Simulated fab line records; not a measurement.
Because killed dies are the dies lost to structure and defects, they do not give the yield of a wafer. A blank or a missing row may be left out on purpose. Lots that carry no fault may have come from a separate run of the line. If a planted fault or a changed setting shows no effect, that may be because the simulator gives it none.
Matching of chambers	flow gf180mcu	3 sister chambers for GF_V5_ETCH_16 on rie_diel-04
The step etches BARC in N2/H2. 6 wafers are shown with their chamber, then 7 later ones without.

WAFERS PAIRED WITH THEIR CHAMBERS
wafer	chamber	drypump_motor_current_A (A)	oes_product_au (a.u.)
L601.4	2	5.0	0.851
L601.6	0	6.1	0.855
L603.3	2	5.1	0.852
L603.6	3	5.2	0.849
L606.3	0	6.1	0.856
L606.4	3	5.3	0.857

WAFERS WITHOUT THEIR CHAMBER
wafer	drypump_motor_current_A (A)	oes_product_au (a.u.)
L606.5	6.1	0.852
L608.1	5.0	0.854
L608.5	5.2	0.855
L608.6	5.0	0.855
L619.1	5.2	0.848
L619.3	5.1	0.860
L619.6	6.1	0.857

CHAMBER TAKEN BY EACH
wafer	from the rows above	in truth
L606.5	0	0
L608.1	2	2
L608.5	can't be placed: 3 or 2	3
L608.6	2	2
L619.1	can't be placed: 3 or 2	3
L619.3	can't be placed: 2 or 3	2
L619.6	0	0
4 of 7 placed correctly. Not placeable from these rows: 3 (in 3, the candidates include the true chamber). 0 placed wrongly.
How it was worked out, from the rows above alone: a wafer's distance from a chamber is the root of the sum, over the readings, of the square of ((its reading less the chamber's mean) divided by the reading's scatter). The wafer belongs to the nearest chamber; if the next one is less than 2 further off, it can't be placed. For every chamber, the mean is computed from those of its wafers that are shown. The scatter is the square root of a quotient: the sum, over the shown wafers, of each reading's squared deviation from its chamber's mean, divided by wafers minus chambers.
